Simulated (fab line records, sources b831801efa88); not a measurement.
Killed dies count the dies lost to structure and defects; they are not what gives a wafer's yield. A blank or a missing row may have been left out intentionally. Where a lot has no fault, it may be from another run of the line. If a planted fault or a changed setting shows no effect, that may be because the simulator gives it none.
Chamber matching / flow sky130 / SKY_VIA4_CMP_02 on cmp-01: 4 sister chambers
The step polishes SiO2. 8 wafers are shown with their chamber, then 12 later ones without.

WAFERS, EACH WITH ITS CHAMBER
wafer=L076.5; chamber=3; motor-current-A (A)=12.7
wafer=L080.1; chamber=0; motor-current-A (A)=11.6
wafer=L080.6; chamber=2; motor-current-A (A)=11.8
wafer=L086.4; chamber=3; motor-current-A (A)=11.7
wafer=L086.6; chamber=1; motor-current-A (A)=11.6
wafer=L088.2; chamber=2; motor-current-A (A)=11.7
wafer=L088.4; chamber=1; motor-current-A (A)=11.9
wafer=L088.6; chamber=0; motor-current-A (A)=11.5

WAFERS WITHOUT THEIR CHAMBER
wafer=L091.1; motor-current-A (A)=11.3
wafer=L091.3; motor-current-A (A)=12.0
wafer=L091.6; motor-current-A (A)=11.5
wafer=L092.1; motor-current-A (A)=11.9
wafer=L092.3; motor-current-A (A)=11.1
wafer=L092.5; motor-current-A (A)=11.7
wafer=L095.2; motor-current-A (A)=11.6
wafer=L095.5; motor-current-A (A)=12.2
wafer=L095.6; motor-current-A (A)=11.4
wafer=L097.2; motor-current-A (A)=11.7
wafer=L097.4; motor-current-A (A)=11.5
wafer=L097.5; motor-current-A (A)=11.9

WHICH CHAMBER EACH ONE RAN IN
wafer=L091.1; from the rows above=can't be placed: 0 or 1 or 2 or 3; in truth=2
wafer=L091.3; from the rows above=can't be placed: 3 or 1 or 2 or 0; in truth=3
wafer=L091.6; from the rows above=can't be placed: 0 or 1 or 2 or 3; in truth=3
wafer=L092.1; from the rows above=can't be placed: 1 or 2 or 3 or 0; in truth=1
wafer=L092.3; from the rows above=can't be placed: 0 or 1 or 2 or 3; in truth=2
wafer=L092.5; from the rows above=can't be placed: 1 or 2 or 0 or 3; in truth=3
wafer=L095.2; from the rows above=can't be placed: 0 or 1 or 2 or 3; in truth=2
wafer=L095.5; from the rows above=can't be placed: 3 or 1 or 2 or 0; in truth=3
wafer=L095.6; from the rows above=can't be placed: 0 or 1 or 2 or 3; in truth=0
wafer=L097.2; from the rows above=can't be placed: 1 or 2 or 0 or 3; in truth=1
wafer=L097.4; from the rows above=can't be placed: 0 or 1 or 2 or 3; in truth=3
wafer=L097.5; from the rows above=can't be placed: 1 or 2 or 3 or 0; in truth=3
0 of 12 placed correctly. Unplaceable from these rows: 12, with the true chamber sitting among the candidates in 12. Wrongly placed: 0.
How it was worked out, from the rows above alone: a wafer's distance from a chamber is the root of the sum, over the readings, of the square of ((its reading less the chamber's mean) divided by the reading's scatter). If the next closest chamber is less than 2 further off than the closest, the wafer can't be placed; otherwise it belongs to the closest. The mean given for a chamber averages the wafers shown for that chamber. The scatter is the square root of a quotient: the sum, over the shown wafers, of each reading's squared deviation from its chamber's mean, divided by wafers minus chambers.
